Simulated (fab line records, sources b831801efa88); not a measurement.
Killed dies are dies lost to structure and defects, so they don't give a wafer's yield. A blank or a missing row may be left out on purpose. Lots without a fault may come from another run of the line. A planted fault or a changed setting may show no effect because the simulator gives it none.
fab line records | flow sky130
record lots=15 wafers=45 last_day=50
route steps=708 shown METAL2@502 VIA2@508
lots that met no fault: from a run of the same line without faults
start_h: hours from the record's first day to the start of the lot's first wafer shown | wait_h: hours since the lot's step before | " the same as in the row above | L1.1+2: a row that stands for several wafers | - no value, or no start given | * or withheld: withheld | < > ~ a bound
route shown NAME@n: a module of which the file shows steps, and the number in the route of the first | usual: mean/standard deviation of fault-free wafers | same: alike in all rows | chamber/n: place in a boat | sites: the reading at each site | _std_site: their standard deviation | _edge_site: outer sites' mean less inner sites' | radius_mm: how far each site lies from the wafer's centre | mask NAME#n: copy n | behind: the tool/chamber that last shaped the wafer | hold: why the lot was held/for how many hours/how that ended | device: the transistor (n, p or np) that didn't switch | end of line: the same wafers' tests at the end of the route | a step without rows: its recipe alone | killed: dies lost to structure and defects at the first sort, not the wafer's yield | map: a wafer's dies, x killed, . not, _ none there
set.NAME: the setting as run; set.NAME@STEP: as run at that earlier step | model.NAME: the simulator's own value behind a step, which no gauge read
steps of the route over a sample of lots; a table a step, a row a wafer
services: from which hour (start_h, from the record's first day; less than 0 if before it) a tool's chamber was out of use, for how many hours, and why
## steps
# step SKY_METAL2_METAL_ETCH_19
# recipe target_depth_a=3600 stop_on=SiO2 over_etch_frac=0.3 time_s=78 chemistry=Cl2/BCl3 resist_sidewall_deg=88 pressure_mtorr=10 icp_w=900 bias_w=48.5 Cl2_flow_sccm=60 bcl3_flow_sccm=30
# usual drypump_motor_current_A=5.8/0.44 oes_product_au=0.856/0.0063 throttle_valve_pct=22.264/0.0098
# same time_s=78
# columns lot.wafer tool chamber start_h wait_h drypump_motor_current_A oes_product_au rf_hours_counter_h throttle_valve_pct
L128.1 rie_metal-01 0 833.48 0.0 5.5 0.855 12 22.274
L128.3 " 0 " " 5.5 0.862 - 22.273
L128.6 " 0 " " 5.5 0.865 - 22.257
L130.2 rie_metal-01 0 836.33 0.0 5.5 0.849 12 22.251
L130.4 " 0 " " 5.5 0.839 - 22.270
L130.5 " 1 " " 5.8 0.853 - 22.251
L132.3 rie_metal-04 1 850.21 0.1 6.2 0.862 - 22.275
L132.5 " 1 " " 6.2 0.866 - 22.270
L132.6 " 0 " " 6.6 0.860 - 22.257
L133.4 rie_metal-03 1 857.77 0.1 5.3 0.855 - 22.261
L133.5 " 0 " " 5.5 0.859 - 22.278
L133.6 " 1 " " 5.3 0.852 - 22.245
L134.1 rie_metal-01 1 864.33 0.0 5.8 0.851 12 22.260
L134.3 " 0 " " 5.5 0.844 - 22.266
L134.4 " 1 " " 5.8 0.865 - 22.278
L135.1 rie_metal-04 1 873.63 0.0 6.2 0.853 7 22.255
L135.2 " 0 " " 6.6 0.854 15 22.268
L135.3 " 1 " " 6.1 0.850 - 22.263
L136.2 rie_metal-03 0 882.58 0.0 5.5 0.855 11 22.256
L136.5 " 0 " " 5.5 0.858 - 22.255
L136.6 " 1 " " 5.3 0.850 - 22.261
L137.1 rie_metal-01 0 888.73 0.0 5.5 0.854 14 22.266
L137.2 " 1 " " 5.8 0.859 13 22.256
L137.6 " 0 " " 5.5 0.864 - 22.258
L138.2 rie_metal-04 0 896.58 0.0 6.6 0.852 16 22.266
L138.5 " 1 " " 6.2 0.868 - 22.258
L138.6 " 0 " " 6.6 0.847 - 22.269
L139.4 rie_metal-03 0 901.31 0.1 5.5 0.852 - 22.271
L139.5 " 1 " " 5.3 0.857 - 22.278
L139.6 " 0 " " 5.5 0.867 - 22.262
L140.3 rie_metal-01 0 907.97 0.1 5.5 0.864 - 22.259
L140.4 " 1 " " 5.8 0.862 - 22.277
L140.5 " 0 " " 5.5 0.856 - 22.260
L148.3 rie_metal-03 0 971.92 0.1 5.5 0.840 - 22.245
L148.4 " 1 " " 5.3 0.858 - 22.276
L148.6 " 1 " " 5.3 0.864 - 22.254
L149.1 rie_metal-03 1 987.13 0.0 5.3 0.853 14 22.274
L149.2 " 0 " " 5.5 0.856 14 22.260
L149.6 " 0 " " 5.5 0.857 - 22.266
L150.1 rie_metal-04 0 987.29 0.0 6.6 0.856 1 22.276
L150.4 " 0 " " 6.6 0.853 - 22.269
L150.6 " 0 " " 6.6 0.856 - 22.256
L151.3 rie_metal-01 1 1002.71 0.1 5.8 0.852 - 22.265
L151.5 " 0 " " 5.5 0.869 - 22.263
L151.6 " 1 " " 5.8 0.864 - 22.256
# step SKY_VIA2_THK_MEAS_01
# recipe reads=SiO2_of_VIA2_HDPCVD_00
# usual VIA2_HDPCVD_THK=1181/12
# columns lot.wafer tool chamber start_h wait_h VIA2_HDPCVD_THK[nm]
L128.1 film_metro-03 - 834.30 0.1 1187
L128.3 " - " " 1163
L128.6 " - " " 1191
L130.2 film_metro-02 - 837.19 0.1 1180
L130.4 " - " " 1165
L130.5 " - " " 1175
L132.3 film_metro-02 - 851.01 0.1 1176
L132.5 " - " " 1157
L132.6 " - " " 1164
L133.4 film_metro-04 - 858.60 0.0 1172
L133.5 " - " " 1170
L133.6 " - " " 1155
L134.1 film_metro-03 - 865.14 0.1 1190
L134.3 " - " " 1179
L134.4 " - " " 1171
L135.1 film_metro-03 - 874.44 0.1 1178
L135.2 " - " " 1189
L135.3 " - " " 1173
L136.2 film_metro-03 - 883.40 0.1 1203
L136.5 " - " " 1191
L136.6 " - " " 1190
L137.1 film_metro-02 - 889.54 0.1 1170
L137.2 " - " " 1173
L137.6 " - " " 1177
L138.2 film_metro-04 - 897.40 0.1 1176
L138.5 " - " " 1189
L138.6 " - " " 1179
L139.4 film_metro-03 - 902.12 0.0 1189
L139.5 " - " " 1203
L139.6 " - " " 1184
L140.3 film_metro-03 - 908.77 0.1 1185
L140.4 " - " " 1173
L140.5 " - " " 1183
L148.3 film_metro-02 - 972.71 0.1 1191
L148.4 " - " " 1193
L148.6 " - " " 1184
L149.1 film_metro-04 - 987.99 0.1 1172
L149.2 " - " " 1176
L149.6 " - " " 1171
L150.1 film_metro-02 - 988.10 0.1 1200
L150.4 " - " " 1202
L150.6 " - " " 1207
L151.3 film_metro-02 - 1003.51 0.1 1165
L151.5 " - " " 1175
L151.6 " - " " 1185
# step SKY_VIA2_EXPOSE_09
# recipe mask_id=VIM2 na=0.8 source_shape=annular sigma_inner=0.55 sigma_outer=0.85 target_cd_nm=200 dose_mj=38
# usual exposure_dose_mJ_cm2=37.93/0.04 focus_offset_nm=0.1/0.5
# columns lot.wafer tool chamber start_h wait_h mask exposure_dose_mJ_cm2 focus_offset_nm
L128.1 krf_scanner-02 0 848.28 - VIM2#0 37.93 -0.3
L128.3 " 0 " " VIM2#0 37.92 -0.7
L128.6 " 0 " " VIM2#0 37.93 -0.3
L130.2 krf_scanner-02 0 851.77 - VIM2#0 37.94 -0.6
L130.4 " 0 " " VIM2#0 37.93 0.3
L130.5 " 0 " " VIM2#0 37.89 0.4
L132.3 krf_scanner-01 0 864.42 - VIM2#0 37.96 0.7
L132.5 " 0 " " VIM2#0 38.02 -0.1
L132.6 " 0 " " VIM2#0 38.05 0.2
L133.4 krf_scanner-01 0 872.29 - VIM2#0 37.96 -0.1
L133.5 " 0 " " VIM2#0 37.91 0.1
L133.6 " 0 " " VIM2#0 37.92 -0.5
L134.1 krf_scanner-02 0 879.35 - VIM2#0 37.89 -0.1
L134.3 " 0 " " VIM2#0 37.91 -0.9
L134.4 " 0 " " VIM2#0 37.93 0.2
L135.1 krf_scanner-02 0 887.53 - VIM2#0 37.97 0.1
L135.2 " 0 " " VIM2#0 37.90 -0.8
L135.3 " 0 " " VIM2#0 37.87 -0.1
L136.2 krf_scanner-01 0 896.28 - VIM2#0 37.99 0.5
L136.5 " 0 " " VIM2#0 37.92 0.4
L136.6 " 0 " " VIM2#0 38.00 0.1
L137.1 krf_scanner-02 0 903.45 - VIM2#0 37.95 0.2
L137.2 " 0 " " VIM2#0 37.88 0.4
L137.6 " 0 " " VIM2#0 37.88 0.1
L138.2 krf_scanner-02 - 910.75 - VIM2#0 - -
L138.5 " - " " VIM2#0 - -
L138.6 " - " " VIM2#0 - -
L139.4 krf_scanner-02 - 915.04 - VIM2#0 - -
L139.5 " - " " VIM2#0 - -
L139.6 " - " " VIM2#0 - -
L140.3 krf_scanner-02 - 920.77 - VIM2#0 - -
L140.4 " - " " VIM2#0 - -
L140.5 " - " " VIM2#0 - -
L148.3 krf_scanner-02 0 985.25 - VIM2#0 37.90 0.6
L148.4 " 0 " " VIM2#0 37.93 -0.6
L148.6 " 0 " " VIM2#0 37.89 -0.4
L149.1 krf_scanner-01 0 1000.30 - VIM2#0 37.93 -0.5
L149.2 " 0 " " VIM2#0 37.95 -0.1
L149.6 " 0 " " VIM2#0 37.97 -0.2
L150.1 krf_scanner-02 0 1000.76 - VIM2#0 37.93 0.1
L150.4 " 0 " " VIM2#0 37.95 0.3
L150.6 " 0 " " VIM2#0 37.94 0.7
L151.3 krf_scanner-01 0 1015.94 - VIM2#0 37.94 0.7
L151.5 " 0 " " VIM2#0 37.90 1.5
L151.6 " 0 " " VIM2#0 37.97 0.3
# step SKY_VIA2_ETCH_14
# recipe chemistry=N2/H2 target=BARC ion_energy_ev=200 source_w=500 bias_w=100 pressure_mtorr=30 n2_flow_sccm=100 h2_flow_sccm=200 stop_on=SiO2 time_s=45.9 target_depth_a=600
# usual drypump_motor_current_A=5.6/0.46 n2_flow_sccm=100.0/0.32 oes_product_au=0.854/0.0047 throttle_valve_pct=13.224/0.0086
# same time_s=45.9
# columns lot.wafer tool chamber start_h wait_h drypump_motor_current_A n2_flow_sccm oes_product_au rf_hours_counter_h throttle_valve_pct
L128.1 rie_diel-01 3 861.09 0.0 5.1 100.4 0.857 6 13.234
L128.3 " 2 " " 5.4 100.1 0.863 3 13.234
L128.6 " 3 " " 5.1 99.5 0.854 - 13.228
L130.2 rie_diel-03 1 864.53 0.0 6.0 99.3 0.843 24 13.211
L130.4 " 3 " " 6.3 100.1 0.847 - 13.209
L130.5 " 2 " " 6.0 100.1 0.856 - 13.230
L132.3 rie_diel-02 2 877.66 0.0 5.4 99.6 0.868 3 13.233
L132.5 " 3 " " 4.7 100.6 0.854 - 13.228
L132.6 " 2 " " 5.4 100.5 0.852 - 13.233
L133.4 rie_diel-02 2 884.71 0.0 5.4 100.1 0.851 - 13.230
L133.5 " 0 " " 4.8 100.0 0.853 - 13.219
L133.6 " 3 " " 4.7 100.4 0.852 - 13.224
L134.1 rie_diel-03 1 891.38 0.0 6.0 99.6 0.862 25 13.222
L134.3 " 0 " " 5.7 100.3 0.864 0 13.231
L134.4 " 2 " " 6.0 100.1 0.853 15 13.228
L135.1 rie_diel-03 2 900.09 0.0 6.0 100.0 0.858 16 13.212
L135.2 " 3 " " 6.3 100.0 0.848 9 13.225
L135.3 " 1 " " 6.0 100.1 0.852 25 13.223
L136.2 rie_diel-02 1 909.29 0.0 6.5 100.1 0.851 14 13.216
L136.5 " 2 " " 5.4 99.9 0.850 - 13.230
L136.6 " 1 " " 6.5 100.2 0.851 - 13.224
L137.1 rie_diel-03 0 915.49 0.0 5.7 99.7 0.856 1 13.208
L137.2 " 3 " " 6.3 100.1 0.858 9 13.228
L137.6 " 0 " " 5.7 99.6 0.863 - 13.228
L138.2 rie_diel-01 2 922.34 0.0 5.4 99.8 0.856 4 13.233
L138.5 " 0 " " 5.9 100.0 0.860 - 13.215
L138.6 " 3 " " 5.1 100.0 0.853 - 13.230
L139.4 rie_diel-01 2 927.68 0.0 5.4 99.9 0.856 4 13.236
L139.5 " 0 " " 5.9 100.4 0.855 - 13.210
L139.6 " 1 " " 5.6 100.2 0.855 - 13.218
L140.3 rie_diel-01 0 933.94 0.0 5.9 99.3 0.860 7 13.220
L140.4 " 1 " " 5.6 100.8 0.863 19 13.208
L140.5 " 3 " " 5.1 99.9 0.858 - 13.210
L148.3 rie_diel-01 3 996.58 0.0 5.1 99.9 0.860 11 13.227
L148.4 " 0 " " 5.9 100.5 0.862 9 13.242
L148.6 " 0 " " 6.0 100.0 0.856 - 13.222
L149.1 rie_diel-01 0 1012.09 0.0 5.9 99.3 0.854 9 13.226
L149.2 " 2 " " 5.4 100.1 0.854 8 13.236
L149.6 " 0 " " 5.9 99.9 0.850 - 13.232
L150.1 rie_diel-03 1 1012.44 0.0 6.0 99.2 0.855 2 13.226
L150.4 " 0 " " 5.7 100.1 0.856 4 13.222
L150.6 " 3 " " 6.3 99.8 0.852 - 13.218
L151.3 rie_diel-01 3 1027.04 0.0 5.1 100.1 0.849 12 13.226
L151.5 " 0 " " 5.9 100.3 0.862 - 13.216
L151.6 " 3 " " 5.1 100.3 0.857 - 13.227
## services
# columns tool chamber start_h hours kind
krf_scanner-01 - 810.99 0.4 repair
rie_diel-01 - 833.09 2.8 pm
rie_diel-03 1 836.13 5.4 repair
rie_diel-03 0 839.68 2.6 repair
rie_diel-01 0 856.44 22.0 repair
rie_diel-02 1 875.25 16.7 repair
krf_scanner-01 - 883.60 1.3 pm
krf_scanner-01 - 891.31 0.8 pm
krf_scanner-01 - 892.11 1.0 pm
krf_scanner-01 - 907.42 2.6 repair
krf_scanner-02 - 913.34 1.3 pm
rie_diel-01 2 915.12 2.3 repair
krf_scanner-01 - 925.52 3.6 pm
rie_diel-03 1 927.41 5.7 repair
rie_metal-04 0 934.91 2.4 repair
rie_diel-03 0 935.76 3.3 repair
rie_metal-03 0 936.49 23.9 repair
krf_scanner-02 - 946.58 0.8 pm
krf_scanner-02 - 960.33 1.0 pm
krf_scanner-01 - 969.16 4.0 pm
krf_scanner-02 - 972.18 4.9 repair
rie_metal-03 0 993.94 5.9 repair
krf_scanner-02 - 1021.36 5.1 repair
rie_metal-04 - 1022.60 2.8 pm
## key
first_sign step=SKY_VIA2_EXPOSE_09 reading=tool_record direction=missing
effect none on later readings
met_at SKY_VIA2_EXPOSE_09
struck_lots L138,L139,L140
later_rows_left_out L138.2,L138.5,L138.6,L139.4,L139.5,L139.6,L140.3,L140.4,L140.5
sort_left_out L138.2,L138.5,L138.6,L139.4,L139.5,L139.6,L140.3,L140.4,L140.5
not_acting_at SKY_METAL2_METAL_ETCH_19,SKY_VIA2_THK_MEAS_01,SKY_VIA2_ETCH_14
onset_between 903.45 910.75
fault kind=skipped_step_whole tool=krf_scanner-02 chamber=- onset_h=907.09 steps=SKY_VIA2_EXPOSE_09 scope=struck_lots_only
# sort_left_out: the simulated sort isn't trusted on such a fault, so these wafers' sort isn't shown, and their yield isn't known
# later_rows_left_out: the simulator's readings of these wafers behind a module that went badly wrong aren't trusted and aren't shown, but for the sort
